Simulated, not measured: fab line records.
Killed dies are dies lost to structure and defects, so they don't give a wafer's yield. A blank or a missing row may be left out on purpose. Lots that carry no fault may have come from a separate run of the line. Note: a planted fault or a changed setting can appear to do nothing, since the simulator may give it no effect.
Tool commonality check	flow sky130	36 wafers sampled across 12 lots

WHY IT WAS OPENED
Of 12 lots, 3 have the reading FIELD_ISO_OXIDATION_00_THK flagged at SKY_FIELD_ISO_THK_MEAS_02. Fault-free wafers read 12.05 nm, with a standard deviation of 0.21.
Rule: a lot is flagged in two cases, either no wafer of it has a number, or all its wafers with numbers fall more than 4 standard deviations from that mean. The rest of the lots are taken to be sound.

lot	measured	on	FIELD_ISO_OXIDATION_00_THK (nm), wafer by wafer	flag
L864	day 1 11:58	film_metro-01	12.18 11.73 11.87	
L867	day 2 04:26	film_metro-02	12.16 12.26 12.12	
L868	day 2 13:46	film_metro-04	18.91 19.00 19.21	FLAGGED
L869	day 2 16:37	film_metro-01	19.06 19.43 19.39	FLAGGED
L870	day 2 17:38	film_metro-01	12.26 12.48 12.46	
L871	day 3 02:30	film_metro-04	19.42 19.57 19.52	FLAGGED
L872	day 3 05:09	film_metro-02	12.08 12.04 11.90	
L877	day 4 09:16	film_metro-02	12.08 12.11 12.10	
L880	day 4 20:47	film_metro-01	11.60 11.74 11.79	
L882	day 5 05:38	film_metro-04	11.86 12.02 11.82	
L885	day 5 20:38	film_metro-01	12.24 12.26 12.28	
L886	day 6 01:40	film_metro-01	12.10 12.28 12.20	
Average over the flagged lots: 19.28 nm; offset from the usual +7.23 nm, equal to +34 standard deviations.

LOT BY LOT: THE TOOL USED
The record holds 1 process step before the reading, out of a route of 708 steps. Each cell gives the tool, then ch followed by the chambers the sampled wafers passed through, then the start.
lot	flag	SKY_FIELD_ISO_OXIDATION_01
L864		furnace-01 ch 0, day 1 10:26
L867		furnace-01 ch 0, day 2 02:55
L868	FLAGGED	furnace-02 ch 0, day 2 09:07
L869	FLAGGED	furnace-02 ch 0, day 2 12:07 and furnace-01 ch 0, day 2 15:05
L870		furnace-02 ch 0, day 2 16:07
L871	FLAGGED	furnace-01 ch 0, day 2 22:04
L872		furnace-01 ch 0, day 3 03:38
L877		furnace-02 ch 0, day 4 07:44
L880		furnace-02 ch 0, day 4 19:16
L882		furnace-01 ch 0, day 5 04:07
L885		furnace-02 ch 0, day 5 19:07
L886		furnace-02 ch 0, day 6 00:07
What these steps do:
- SKY_FIELD_ISO_OXIDATION_01: stabilise 600 s, purge 300 s, target thk 12 nm.
- SKY_FIELD_ISO_THK_MEAS_02

FLAGGED OVER TOTAL, TOOL BY TOOL (the gauges that took the reading come last)
step	tool	lots run	flagged	share of the flagged lots	sound lots run after its first flagged lot
SKY_FIELD_ISO_OXIDATION_01	furnace-01	6	2	some	2 (L872,L882)
SKY_FIELD_ISO_OXIDATION_01	furnace-02	7	2	some	5 (L870,L877,L880,L885,L886)
SKY_FIELD_ISO_THK_MEAS_02	film_metro-01	6	1	some	4 (L870,L880,L885,L886)
SKY_FIELD_ISO_THK_MEAS_02	film_metro-02	3	0	none	-
SKY_FIELD_ISO_THK_MEAS_02	film_metro-04	3	2	some	1 (L882)

THE TABLE: WHAT IT ALLOWS
No row of the table ran every flagged lot.

WHAT THE SIMULATOR HAD PUT IN
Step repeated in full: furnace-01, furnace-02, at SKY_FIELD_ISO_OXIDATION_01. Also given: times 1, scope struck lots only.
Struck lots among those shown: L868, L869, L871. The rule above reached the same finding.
